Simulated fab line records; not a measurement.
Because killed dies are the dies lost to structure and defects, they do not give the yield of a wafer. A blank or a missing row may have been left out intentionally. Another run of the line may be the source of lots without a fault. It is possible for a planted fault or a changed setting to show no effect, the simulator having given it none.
Chamber matching || flow sky130 || SKY_VIA4_CMP_02 on cmp-02 has 4 sister chambers
The step polishes SiO2. 4 wafers are shown with their chamber, then 8 later ones without.

WAFERS PAIRED WITH THEIR CHAMBERS
{"wafer": "L991.2", "chamber": 3, "motorCurrentA (A)": 11.1}
{"wafer": "L102.2", "chamber": 2, "motorCurrentA (A)": 11.1}
{"wafer": "L102.4", "chamber": 1, "motorCurrentA (A)": 12.2}
{"wafer": "L105.2", "chamber": 0, "motorCurrentA (A)": 12.0}

WAFERS MISSING THEIR CHAMBER
{"wafer": "L105.4", "motorCurrentA (A)": 10.6}
{"wafer": "L105.6", "motorCurrentA (A)": 11.3}
{"wafer": "L106.3", "motorCurrentA (A)": 10.5}
{"wafer": "L106.4", "motorCurrentA (A)": 11.2}
{"wafer": "L106.5", "motorCurrentA (A)": 10.6}
{"wafer": "L107.4", "motorCurrentA (A)": 10.7}
{"wafer": "L107.5", "motorCurrentA (A)": 12.9}
{"wafer": "L107.6", "motorCurrentA (A)": 11.8}

WHICH CHAMBER EACH ONE RAN IN
{"wafer": "L105.4", "from the rows above": "can't be placed: 2 or 3", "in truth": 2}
{"wafer": "L105.6", "from the rows above": "can't be placed: 2 or 3 or 0 or 1", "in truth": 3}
{"wafer": "L106.3", "from the rows above": "can't be placed: 2 or 3", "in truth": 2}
{"wafer": "L106.4", "from the rows above": "can't be placed: 2 or 3 or 0", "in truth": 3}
{"wafer": "L106.5", "from the rows above": "can't be placed: 2 or 3", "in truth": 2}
{"wafer": "L107.4", "from the rows above": "can't be placed: 2 or 3", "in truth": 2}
{"wafer": "L107.5", "from the rows above": "can't be placed: 1 or 0", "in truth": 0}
{"wafer": "L107.6", "from the rows above": "can't be placed: 0 or 1 or 2 or 3", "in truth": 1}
Placed correctly: 0 of 8. Unplaceable from these rows: 8, with the true chamber sitting among the candidates in 8. 0 placed wrongly.
How it was worked out, from the rows above alone: a wafer's distance from a chamber is the root of the sum, over the readings, of the square of ((its reading less the chamber's mean) divided by the reading's scatter). The wafer belongs to the nearest chamber; if the next one is less than 2 further off, it can't be placed. For every chamber, the mean is computed from those of its wafers that are shown. The scatter: root of mean squared gap, hidden wafer to nearest shown wafer, with one shown wafer a chamber.
